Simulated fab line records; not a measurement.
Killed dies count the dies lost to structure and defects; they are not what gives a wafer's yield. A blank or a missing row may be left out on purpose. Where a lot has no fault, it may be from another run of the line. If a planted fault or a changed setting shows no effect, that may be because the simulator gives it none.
2 desks, one fault + flow sfqLine + only its own numbers are on each desk; what lay behind them is given at the end

== FROM THE METROLOGY DESK ==
Lot by lot, what the gauges showed, no matter which tool ran the lot: averages of those sampled wafers that carry a number. Marked OUT: a lot whose mean sits more than 4 standard deviations from the usual mean, which makes it out of limits; the brackets give that distance.
Columns: A = M8_AU_RS at SFQ_M8_RS_MEAS_949, usual 0.1530 ohm/sq
| lot  | first seen here | A      |
|------|-----------------|--------|
| L608 | day 86 04:05    | 0.1544 |
| L610 | day 86 07:44    | 0.1513 |
| L612 | day 86 12:31    | 0.1539 |
| L613 | day 86 17:25    | 0.1524 |
| L614 | day 86 18:46    | 0.1528 |
| L616 | day 87 02:11    | 0.1532 |
| L617 | day 87 04:24    | 0.1551 |
| L618 | day 87 13:59    | 0.1542 |
| L619 | day 87 16:28    | 0.1521 |
| L620 | day 87 19:00    | 0.1524 |
| L621 | day 88 06:31    | 0.1535 |
| L622 | day 91 10:57    | 0.1554 |
| L623 | day 91 18:10    | 0.1532 |
| L630 | day 94 23:12    | 0.1521 |
| L631 | day 95 00:24    | 0.1527 |
This desk's finding: nothing out of limits on any of the 15 lots.

== AT THE TOOL OWNER'S DESK: cmp-02 ==
The tool's own readings at SFQ_TRILAYER_I3_CMP_CMP_082 (polishes SiO2): means of the sampled wafers that have a number, for each lot that ran on this tool. Marked OUT: a lot whose mean sits more than 4 standard deviations from the usual mean, which makes it out of limits; the brackets give that distance.
Columns: A = motorCurrentA at SFQ_TRILAYER_I3_CMP_CMP_082, usual 10.2 A; B = timeToEndpointS at SFQ_TRILAYER_I3_CMP_CMP_082, usual 210 s
| lot  | first seen here | A    | B   |
|------|-----------------|------|-----|
| L610 | day 37 01:08    | 9.8  | 208 |
| L612 | day 37 16:05    | 10.4 | 204 |
| L616 | day 39 21:12    | 10.8 | 201 |
| L617 | day 40 01:42    | 9.9  | 212 |
| L618 | day 40 10:12    | 9.8  | 207 |
| L619 | day 41 04:12    | 9.7  | 212 |
| L620 | day 41 13:17    | 9.9  | 233 |
| L621 | day 41 17:47    | 11.1 | 230 |
| L622 | day 42 15:47    | 10.4 | 238 |
| L623 | day 42 18:17    | 10.2 | 202 |
| L631 | day 44 23:47    | 10.0 | 200 |
This desk's finding: nothing out of limits on any of the 11 lots.

== BROUGHT TOGETHER ==
Nothing out of limits was seen by the metrology desk.
The desk of the tool owner found nothing out of limits.

== WHAT THE SIMULATOR HAD INSERTED ==
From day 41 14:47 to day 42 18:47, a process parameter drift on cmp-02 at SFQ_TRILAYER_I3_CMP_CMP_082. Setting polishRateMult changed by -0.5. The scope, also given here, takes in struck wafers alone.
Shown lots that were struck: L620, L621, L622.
